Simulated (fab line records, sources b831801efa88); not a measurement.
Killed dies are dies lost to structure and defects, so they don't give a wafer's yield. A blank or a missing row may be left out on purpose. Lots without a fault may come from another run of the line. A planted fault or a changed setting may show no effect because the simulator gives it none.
One fault seen from 2 desks | flow gf180mcu | each desk has only its own numbers; what lay behind them comes last

THE TOOL OWNER'S DESK: implanter-01
The tool's own readings at GF_VT_IMPLANT_IMPLANT_08: means of the sampled wafers that have a number, for each lot that ran on this tool. A lot is out of limits, marked OUT, if its mean lies more than 4 standard deviations from the usual mean; the brackets give that distance.
Columns: A = beam_on_s at GF_VT_IMPLANT_IMPLANT_08, usual 10.01 s; B = faraday_current_uA at GF_VT_IMPLANT_IMPLANT_08, usual 46.7
lot  | first seen here | A                | B
L972 | day 5 19:29     | 10.04            | 46.6
L976 | day 6 20:46     | 10.18            | 46.0
L978 | day 7 19:55     | 9.97             | 46.9
L984 | day 9 01:14     | 11.17 (+6.1) OUT | 41.9 (-5.5) OUT
L985 | day 9 05:52     | 11.07 (+5.6) OUT | 42.1 (-5.2) OUT
L994 | day 11 14:44    | 10.10            | 46.2
This desk's finding: out of limits on L984, L985; first on L984, day 9 01:14 (beam_on_s at GF_VT_IMPLANT_IMPLANT_08). In limits: L972, L976, L978, L994.

THE METROLOGY DESK
What the gauges read, lot by lot, whatever tool the lot ran on: means of the sampled wafers that have a number. A lot is out of limits, marked OUT, if its mean lies more than 4 standard deviations from the usual mean; the brackets give that distance.
Columns: A = VT_IMPLANT_TW at GF_VT_IMPLANT_TW_MEAS_10, usual 567.9
lot  | first seen here | A
L972 | day 5 19:44     | 568.6
L973 | day 6 04:43     | 568.0
L975 | day 6 13:50     | 572.0
L976 | day 6 21:01     | 571.4
L977 | day 7 07:27     | 570.6
L978 | day 7 20:08     | 569.0
L982 | day 8 09:10     | 567.4
L983 | day 8 18:30     | 568.7
L984 | day 9 01:29     | 583.3 (+6.4) OUT
L985 | day 9 06:07     | 586.2 (+7.6) OUT
L986 | day 9 14:26     | 566.4
L990 | day 10 14:37    | 567.7
L992 | day 11 01:13    | 571.1
L994 | day 11 14:58    | 568.4
This desk's finding: out of limits on L984, L985; first on L984, day 9 01:29 (VT_IMPLANT_TW at GF_VT_IMPLANT_TW_MEAS_10). In limits: L972, L973, L975, L976, L977, L978, L982, L983, L986, L990, L992, L994.

PUT TOGETHER
The tool owner's desk could have raised an alarm at day 9 01:14, on L984, L985.
The metrology desk could have raised an alarm at day 9 01:29, on L984, L985.
Of the lots named, all ran GF_VT_IMPLANT_IMPLANT_08 on implanter-01.

WHAT THE SIMULATOR HAD PUT IN
Process parameter drift: implanter-01, from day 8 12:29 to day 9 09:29, at GF_VT_IMPLANT_IMPLANT_08. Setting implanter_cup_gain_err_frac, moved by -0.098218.
Lots struck among those shown: L984, L985.
Hours from the fault's start to each desk's first reading out of limits: the tool owner's desk, 13; the metrology desk, 13.
